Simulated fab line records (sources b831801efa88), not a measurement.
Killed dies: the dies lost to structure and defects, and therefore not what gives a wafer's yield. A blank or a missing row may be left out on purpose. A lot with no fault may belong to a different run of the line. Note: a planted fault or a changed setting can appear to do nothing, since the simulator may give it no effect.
The tool behind it: which one? -- flow gf180mcu -- Sampling: 15 lots, 45 wafers, 3 of 602 route steps

WHAT THE GAUGES SHOWED, per wafer
GF_V3_OVL_MEAS_15. Usual: for V3_OVL the level is -1 nm and the standard deviation is 6.5.
lot,measured,on,V3_OVL (nm),flag
L195,day 22 07:29,overlay-02,-6 -5 3,
L197,day 23 02:39,overlay-02,-1 -3 2,
L198,day 23 11:38,overlay-02,-7 -12 -11,
L201,day 24 14:14,overlay-02,- - -,OFF
L202,day 25 01:40,overlay-02,- - -,OFF
L203,day 25 09:02,overlay-01,- - -,OFF
L204,day 25 19:49,overlay-01,8 9 13,
L209,day 27 07:32,overlay-02,-3 -1 -2,
L210,day 27 15:44,overlay-01,0 -3 3,
L211,day 27 21:44,overlay-02,4 0 0,
L213,day 28 12:02,overlay-01,-7 -14 -6,
L214,day 28 17:07,overlay-01,7 1 -1,
L215,day 29 01:53,overlay-02,-2 -2 -4,
L216,day 29 05:53,overlay-02,1 2 -5,
L218,day 29 23:13,overlay-02,-11 -10 -18,

EACH LOT AND THE TOOL THAT RAN IT (in order: tool; ch and the chambers of the sampled wafers; start)
lot,GF_M3_STRIP_17,GF_V3_EXPOSE_11
L195,"plasmaAsher-02 ch 1, day 21 06:26","krfScanner-01 ch 0, day 21 19:54"
L197,"plasmaAsher-01 ch 0,1, day 22 01:43","krfScanner-02 ch 0, day 22 14:51"
L198,"plasmaAsher-03 ch 0,1, day 22 11:07","krfScanner-02 ch 0, day 23 00:11"
L201,"plasmaAsher-01 ch 0,1, day 23 14:56","krfScanner-02, day 24 03:05"
L202,"plasmaAsher-02 ch 0,1, day 24 02:31","krfScanner-01, day 24 14:47"
L203,"plasmaAsher-01 ch 0,1, day 24 09:56","krfScanner-02, day 24 22:02"
L204,"plasmaAsher-03 ch 0,1, day 24 21:11","krfScanner-01 ch 0, day 25 09:44"
L209,"plasmaAsher-01 ch 0,1, day 26 10:03","krfScanner-02 ch 0, day 26 21:39"
L210,"plasmaAsher-03 ch 0,1, day 26 18:19","krfScanner-02 ch 0, day 27 06:04"
L211,"plasmaAsher-01 ch 0, day 27 00:54","krfScanner-02 ch 0, day 27 12:00"
L213,"plasmaAsher-03 ch 0,1, day 27 15:34","krfScanner-02 ch 0, day 28 02:26"
L214,"plasmaAsher-02 ch 0,1, day 27 20:52","krfScanner-01 ch 0, day 28 08:05"
L215,"plasmaAsher-02 ch 0,1, day 28 05:37","krfScanner-01 ch 0, day 28 16:32"
L216,"plasmaAsher-02 ch 0,1, day 28 10:58","krfScanner-01 ch 0, day 28 21:07"
L218,"plasmaAsher-03 ch 0,1, day 29 03:08","krfScanner-02 ch 0, day 29 14:13"
- GF_M3_STRIP_17: strips in O2/N2.
- GF_V3_EXPOSE_11: exposes mask Via3, target cd 260 nm.

AS READ BY THE TOOLS THEMSELVES (means over the sampled wafers that have a number; for cases with no such wafer, the mark the record gives instead)
GF_M3_STRIP_17. Usual: drypumpMotorCurrentA 5.9 A, standard deviation 0.35; heaterPowerW 373 W, standard deviation 24; oesProductAu 0.557 a.u., standard deviation 0.0045; stripTimeToEndpointS 7.86 s, standard deviation 0.045.
lot,tool,drypumpMotorCurrentA (A),heaterPowerW (W),oesProductAu (a.u.),stripTimeToEndpointS (s),flag
L195,plasmaAsher-02,5.8,354,0.557,7.91,
L197,plasmaAsher-01,5.3,373,0.559,7.87,
L198,plasmaAsher-03,6.0,393,0.557,7.88,
L201,plasmaAsher-01,5.3,371,0.556,7.85,
L202,plasmaAsher-02,6.1,379,0.558,7.89,
L203,plasmaAsher-01,5.3,360,0.553,7.86,
L204,plasmaAsher-03,6.0,393,0.561,7.85,
L209,plasmaAsher-01,5.3,374,0.556,7.85,
L210,plasmaAsher-03,5.9,395,0.553,7.83,
L211,plasmaAsher-01,5.4,338,0.559,7.81,
L213,plasmaAsher-03,6.0,393,0.560,7.84,
L214,plasmaAsher-02,6.0,369,0.555,7.84,
L215,plasmaAsher-02,6.0,368,0.557,7.86,
L216,plasmaAsher-02,6.1,378,0.556,7.84,
L218,plasmaAsher-03,5.9,379,0.558,7.89,

GF_V3_EXPOSE_11. Usual: exposureDoseMJCm2 38.12, standard deviation 0.039; focusOffsetNm -0.1 nm, standard deviation 0.54.
lot,tool,exposureDoseMJCm2,focusOffsetNm (nm),flag
L195,krfScanner-01,38.12,0.1,
L197,krfScanner-02,38.10,-0.6,
L198,krfScanner-02,38.23,-0.2,
L201,krfScanner-02,-,-,OFF
L202,krfScanner-01,-,-,OFF
L203,krfScanner-02,-,-,OFF
L204,krfScanner-01,38.09,-1.1,
L209,krfScanner-02,38.10,0.6,
L210,krfScanner-02,38.10,0.4,
L211,krfScanner-02,38.09,-0.3,
L213,krfScanner-02,38.08,0.0,
L214,krfScanner-01,38.11,0.1,
L215,krfScanner-01,38.10,-0.0,
L216,krfScanner-01,38.11,-1.1,
L218,krfScanner-02,38.10,0.1,

THE ANSWER, worked out from the rows above alone
Rule: lot off if the mean of its wafers having a number is beyond 3 standard deviations from the usual mean. A lot without any number at a reading at which 4 lots or more have one is off too. Any other lot the step has rows for is counted as sound. After the gauges, taken in route order, come the tools' own readings; for these a lot's mean is taken, as printed above. At the first step where some lot is off, the reading lying furthest off is the one used; lots without a number count as furthest.
Off: L201, L202, L203, seen at GF_V3_OVL_MEAS_15 (V3_OVL). Without a number there: L201, L202, L203.
A tool fits if, at a process step before that reading, it ran every lot that is off, and no sound lot after the first of them. Not tried: the gauges at GF_V3_OVL_MEAS_15; whatever is off there is also off at GF_V3_EXPOSE_11, on other tools, and gauge error can't account for it. None of those tried fits.

WHAT WAS PUT IN BY THE SIMULATOR
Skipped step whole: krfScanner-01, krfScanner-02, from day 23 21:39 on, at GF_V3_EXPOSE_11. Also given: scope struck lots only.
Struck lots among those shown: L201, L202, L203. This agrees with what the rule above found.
